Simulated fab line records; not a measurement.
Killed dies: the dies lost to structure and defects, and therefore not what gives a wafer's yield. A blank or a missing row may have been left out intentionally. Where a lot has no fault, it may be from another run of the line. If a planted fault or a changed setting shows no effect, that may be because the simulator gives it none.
Struck lot and sound lot, side by side / flow gf180mcu / 15 steps out of a route of 602
Sound: the wafers L259.1, L259.4, L259.5. Struck: wafer L272.4 (left out: L272.1, L272.5 of the same lot, which were not struck); the cause appears at the end.
Per side, at each step with rows, come the tool, then ch with its chambers, and then its first start. Under that, the readings that differ: sound wafers / struck wafers / difference of the means / sigmas: that difference in standard deviations of wafers without a fault.
alike: words and numbers the same on both sides, and readings whose means are apart by under 2 such deviations; not compared: readings that were withheld, readings missing a value for some wafer, numbers with overlapping values and no deviation given by the record, and bounds like >300 which may hide the same value.
Wherever a step has rows on one side only, a row that says differs or no value, or a row with sigmas, the two part there. Numbers that have no deviation but don't overlap get no sigmas and don't part them. A reading missing from all wafers of one side parts the sides only when that side holds two or more wafers.

GF_HV_LDD_CD_MEAS_46: target cd 400 nm.
  sound on cdSem-01 at day 13 22:18; struck on cdSem-01 at day 18 15:43
  alike: cdNm
GF_HV_LDD_OVL_MEAS_47:
  sound on overlay-01 at day 13 22:25; struck on overlay-02 at day 18 15:50
reading=HV_LDD_03_OVL (nm); sound=0.8 2.0 0.0; struck=-2.2; difference=-3.1; sigmas=-2
after that, 1 step had no rows for these wafers: GF_HV_LDD_IMPLANT_48.
GF_HV_LDD_STRIP_49: strips in O2/N2.
  sound on plasmaAsher-04 ch 0,1, day 13 22:36; struck on plasmaAsher-03 ch 1, day 18 16:01
  alike: chamberPressureMTorr, drypumpMotorCurrentA, heaterPowerW, oesProductAu, stripTimeToEndpointS
  not compared: rfHoursCounterH
GF_HV_LDD_TW_MEAS_50:
  sound on filmMetro-04 at day 13 22:42; struck on filmMetro-02 at day 18 16:07
reading=HV_LDD_4_TW; sound=559.2 563.3 559.4; struck=566.8; difference=+6.2; sigmas=+2
then, 1 step without rows for these wafers: GF_HV_LDD_CLEAN_51 (cleans in SC1/SC2, time 150 s).
GF_HV_LDD_RTA_52: time 10 s.
  sound on rtpAnneal-01 ch 0, day 13 22:49; struck on rtpAnneal-01 ch 0, day 18 16:14
  alike: lampPowerPct, wafer_temp_C_max
GF_HV_LDD_RS_MEAS_53: uses a four-point probe to measure.
  sound on filmMetro-02 at day 13 22:53; struck on filmMetro-01 at day 18 16:18
  alike: HV_LDD_RS
then, 1 step without rows for these wafers: GF_HV_LDD_CVD_54 (deposits SiO2 from TEOS, target thk 10 nm, time 75 s).
GF_HV_LDD_THK_MEAS_55:
  sound on filmMetro-01 at day 14 00:05; struck on filmMetro-04 at day 18 17:26
  alike: HV_LDD_CVD_54_THK
then, 1 step without rows for these wafers: GF_HV_LDD_CVD_56 (deposits Si3N4 from DCS/NH3, target thk 90 nm, time 1543 s).
GF_HV_LDD_THK_MEAS_57:
  sound on filmMetro-01 at day 14 01:35; struck on filmMetro-04 at day 18 19:18
  alike: HV_LDD_CVD_56_THK
GF_HV_LDD_ETCHBACK_58: etches Si3N4 in CH3F/O2, stops on SiO2, time 100 s, target depth 90 nm.
  sound on rieDiel-04 ch 0,3, day 14 01:38; struck on rieDiel-03 ch 0, day 18 19:22
reading=oesProductAu (a.u.); sound=0.842 0.838 0.836; struck=0.787; difference=-0.052; sigmas=-8
reading=model.etch.depthNm (nm); sound=88.64 88.79 89.17; struck=79.89; difference=-8.98; sigmas=
reading=model.SiO2_of_HV_LDD_CVD_54.thkNm (nm); sound=7.692 7.676 7.593; struck=8.178; difference=+0.524; sigmas=
  alike: chamberPressureMTorr, drypumpMotorCurrentA, rfFwdPowerW, throttleValvePct
  not compared: rfHoursCounterH
then, 1 step without rows for these wafers: GF_NSD_DEHYDRATE_00 (time 60 s).
-- the record jumps here: 15 days lie between the struck wafers' starts before and after (it left off in module NSD and takes up again in module PASSIVATION, whose first step shown is number 602 of the route) --
GF_PASSIVATION_PROBE_99:
  record: rows for the struck wafers here (prober-02, day 34 05:30), none for the sound ones

== WHERE THEY PART ==
First at GF_HV_LDD_OVL_MEAS_47; last, within this record, at GF_PASSIVATION_PROBE_99.

WHY: the cause the simulator had injected
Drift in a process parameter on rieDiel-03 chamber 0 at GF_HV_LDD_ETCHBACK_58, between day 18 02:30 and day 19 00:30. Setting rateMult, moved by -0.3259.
